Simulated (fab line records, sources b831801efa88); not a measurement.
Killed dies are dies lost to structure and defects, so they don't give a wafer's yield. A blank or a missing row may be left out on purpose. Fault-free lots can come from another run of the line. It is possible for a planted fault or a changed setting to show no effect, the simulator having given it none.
Lot-split experiment | flow sky130 | route with 708 steps; 5 lots, 23 wafers read

== ABOUT THE SPLIT ==
At SKY_VT_ADJUST_PCH_IMPLANT_08, the setting dose cm2 was moved away from the recipe's 5e+11 on 8 of the 23 wafers read, by -7.2% to +5.8%. This setting was run at the recipe's value on the other wafers.

== BETWEEN THE SPLIT AND THE READING: the file shows 1 step in between ==
- SKY_VT_ADJUST_PCH_STRIP_09: strips in O2/N2

== THE READING ==
VT_ADJUST_PCH_TW, at SKY_VT_ADJUST_PCH_TW_MEAS_10. A value of 141.5 with a standard deviation of 1.3 is what fault-free wafers of this fab line usually give.

wafer  | tool, chamber at the split | dose cm2 as run | against the recipe | VT_ADJUST_PCH_TW | against lot-mates on the recipe
L074.1 | implanter-04, 0            | 5e+11           | recipe             | 139.6            | -
L074.2 | implanter-04, 0            | 5.288e+11       | +5.8%              | 141.5            | +1.6
L074.4 | implanter-04, 0            | 5e+11           | recipe             | 140.3            | -
L074.5 | implanter-04, 0            | 5.288e+11       | +5.8%              | 142.4            | +2.5
L074.6 | implanter-04, 0            | 5.288e+11       | +5.8%              | 141.5            | +1.6
L077.1 | implanter-01, 0            | 4.639e+11       | -7.2%              | 140.0            | -3.6
L077.2 | implanter-01, 0            | 5e+11           | recipe             | 143.0            | -
L077.3 | implanter-01, 0            | 4.639e+11       | -7.2%              | 139.8            | -3.8
L077.4 | implanter-01, 0            | 5e+11           | recipe             | 144.5            | -
L077.6 | implanter-01, 0            | 5e+11           | recipe             | 143.3            | -
L081.1 | implanter-02, 0            | 4.871e+11       | -2.6%              | 139.3            | -1.0
L081.2 | implanter-02, 0            | 4.871e+11       | -2.6%              | 139.3            | -1.0
L081.4 | implanter-02, 0            | 5e+11           | recipe             | 140.5            | -
L081.5 | implanter-02, 0            | 5e+11           | recipe             | 140.2            | -
L081.6 | implanter-02, 0            | 4.871e+11       | -2.6%              | 139.3            | -1.0
L083.4 | implanter-02, 0            | 5e+11           | recipe             | 140.3            | -
L083.5 | implanter-02, 0            | 5e+11           | recipe             | 140.8            | -
L083.6 | implanter-02, 0            | 5e+11           | recipe             | 139.7            | -
L085.1 | implanter-01, 0            | 5e+11           | recipe             | 140.9            | -
L085.2 | implanter-01, 0            | 5e+11           | recipe             | 140.4            | -
L085.3 | implanter-01, 0            | 5e+11           | recipe             | 140.1            | -
L085.4 | implanter-01, 0            | 5e+11           | recipe             | 139.2            | -
L085.6 | implanter-01, 0            | 5e+11           | recipe             | 140.2            | -

THE FIT
A straight line over all 23 wafers: VT_ADJUST_PCH_TW changes by +0.186 for each +1% of dose cm2; r = +0.42; the points scatter about the line by 1.3.
The same after taking each lot's own level away (the mean of its wafers on the recipe; 23 wafers): +0.415 for each +1%; r = +0.93; scatter 0.52.
On that fit, the largest move of dose cm2 shifts the reading by 3.
From 139.95 to 143.60: that is the span of the lots' own levels, equal to 2.8 times the standard deviation above.
So the lot-to-lot level blurs the effect unless lot-mates are compared.
Check: with one of the wafers moved furthest among these (-7.2%) left out of the fit, the line predicts -2.96 for it against its lot-mates. Against them it came out at -3.6.

== OTHER SPLITS ON THESE WAFERS ==
Other splits were also applied to these wafers ahead of the reading. Each is held against what the fit with the lots' levels taken away leaves over:
other split on the same wafers               | wafers away from the commonest value | r with VT_ADJUST_PCH_TW (lot level and that fit taken away)
SKY_VT_ADJUST_HVTP_COAT_02 spin rpm          | 7                                    | -0.04
SKY_VT_ADJUST_LVTN_SOFTBAKE_03 temp c        | 7                                    | +0.26
SKY_VT_ADJUST_LVTN_DEVELOP_06 develop time s | 11                                   | +0.04
SKY_VT_ADJUST_HVTR_COAT_02 resist thk nm     | 8                                    | -0.27
SKY_VT_ADJUST_HVTR_SOFTBAKE_03 time s        | 7                                    | -0.07
SKY_VT_ADJUST_PCH_COAT_02 spin rpm           | 10                                   | -0.11

== THE FILE'S OWN FIT ==
VT_ADJUST_PCH_TW changes by +0.432 for each +1% of dose cm2, r = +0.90.
